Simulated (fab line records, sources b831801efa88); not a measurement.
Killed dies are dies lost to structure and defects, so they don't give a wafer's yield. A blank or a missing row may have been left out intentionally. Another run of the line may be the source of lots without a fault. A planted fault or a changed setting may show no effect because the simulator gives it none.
Matching of chambers | flow sky130 | 4 sister chambers for SKY_POLY_GATE_ETCH_15 on rie-diel-03
The step etches BARC in N2/H2, stops on SiO2, time 118.5 s, target depth 110 nm. 4 wafers are shown with their chamber, then 8 later ones without.

WAFERS, EACH WITH ITS CHAMBER
wafer  | chamber | drypump-motor-current-A (A)
L116.2 | 2       | 6.3
L123.4 | 1       | 6.2
L123.6 | 3       | 5.9
L124.2 | 0       | 5.3

WAFERS WITH NO CHAMBER GIVEN
wafer  | drypump-motor-current-A (A)
L124.3 | 6.2
L124.5 | 5.9
L125.1 | 5.2
L125.3 | 6.4
L125.4 | 6.2
L127.1 | 5.9
L127.2 | 6.4
L127.6 | 5.9

WHICH CHAMBER EACH ONE RAN IN
wafer  | from the rows above     | in truth
L124.3 | can't be placed: 1 or 2 | 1
L124.5 | 3                       | 3
L125.1 | 0                       | 0
L125.3 | can't be placed: 2 or 1 | 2
L125.4 | can't be placed: 1 or 2 | 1
L127.1 | 3                       | 3
L127.2 | can't be placed: 2 or 1 | 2
L127.6 | 3                       | 3
Correctly placed: 4 of 8. Can't be placed from these rows: 4 (the true chamber is among the candidates in 4). 0 placed wrongly.
How it was worked out, from the rows above alone: a wafer's distance from a chamber is the root of the sum, over the readings, of the square of ((its reading less the chamber's mean) divided by the reading's scatter). If the next closest chamber is less than 2 further off than the closest, the wafer can't be placed; otherwise it belongs to the closest. A chamber's mean is the mean of its shown wafers. The scatter: root of mean squared gap, hidden wafer to nearest shown wafer, with one shown wafer a chamber.
